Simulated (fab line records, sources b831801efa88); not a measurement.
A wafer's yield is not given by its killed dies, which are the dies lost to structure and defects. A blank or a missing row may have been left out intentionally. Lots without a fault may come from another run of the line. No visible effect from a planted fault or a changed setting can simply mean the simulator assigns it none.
A lot that was struck, set against a sound lot / flow sky130 / 15 out of 708 route steps
Sound: these wafers, L408.2, L408.4, L408.5. Wafers L419.1, L419.2, L419.3 were the ones struck. The cause is named last.
At each step with rows: each side's tool, then ch and its chambers, then its first start. Under that, the readings that differ: sound wafers / struck wafers / difference of the means / sigmas: that difference in standard deviations of wafers without a fault.
alike: same words and numbers on both sides, and readings whose means sit less than 2 such deviations apart. not compared: any withheld reading, any reading some wafer has no value for, any bound like >300 that may hide the same value, and any number with overlapping values for which the record gives no deviation.
A row with sigmas, a row that says differs or no value, or rows on one side alone: a step with any of these is where the two part. When numbers do not overlap yet have no deviation, they are printed without sigmas and do not part them. A reading that every wafer of one side lacks parts them only if that side has two wafers or more.

SKY_LDD_HVP_TW_MEAS_10:
  sound on film metro-02 at day 22 16:43; struck on film metro-01 at day 26 16:10
  alike: LDD_HVP_TW
then, 7 steps without rows for these wafers: SKY_LDD_LDN_DEHYDRATE_00 (time 60 s); SKY_LDD_LDN_HMDS_01 (prime time 60 s); SKY_LDD_LDN_COAT_02 (resist thk 1140 nm); SKY_LDD_LDN_SOFTBAKE_03 (time 60 s); SKY_LDD_LDN_EXPOSE_04 (exposes mask LDNTM, target cd 700 nm); SKY_LDD_LDN_PEB_05; SKY_LDD_LDN_DEVELOP_06 (develop time 60 s).
SKY_LDD_LDN_OVL_MEAS_07:
  sound on overlay-02 at day 23 22:18; struck on overlay-01 at day 27 20:11
  alike: LDD_LDN_OVL
then, 3 steps without rows for these wafers: SKY_LDD_LDN_IMPLANT_08; SKY_LDD_LDN_IMPLANT_09; SKY_LDD_LDN_IMPLANT_10.
SKY_LDD_LDN_IMPLANT_11:
  sound on implanter-04 ch 0, day 23 22:48; struck on implanter-02 ch 0, day 27 20:40
reading=dose ions cm2; sound=1.2512e+13 1.2494e+13 1.2506e+13; struck=1.2736e+13 1.2751e+13 1.2723e+13; difference=+2.3267e+11; sigmas=+18
SKY_LDD_LDN_STRIP_12: strips in O2/N2.
  sound on plasma asher-01 ch 1, day 23 22:56; struck on plasma asher-02 ch 0,1, day 27 20:49
  alike: drypump motor current A, n2 flow sccm, oes product au, strip time to endpoint s
  not compared: rf hours counter h
following that, these wafers have no rows for 1 step: SKY_PAD_OPEN_PROBE_99.

## WHERE THEY PART
At SKY_LDD_LDN_IMPLANT_11 and nowhere else, as far as this record goes. Later steps at which nothing parts them and some readings are alike: SKY_LDD_LDN_STRIP_12.

WHY: what the simulator had put in
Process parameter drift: implanter-02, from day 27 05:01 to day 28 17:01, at SKY_LDD_LDN_IMPLANT_11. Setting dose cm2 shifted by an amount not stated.
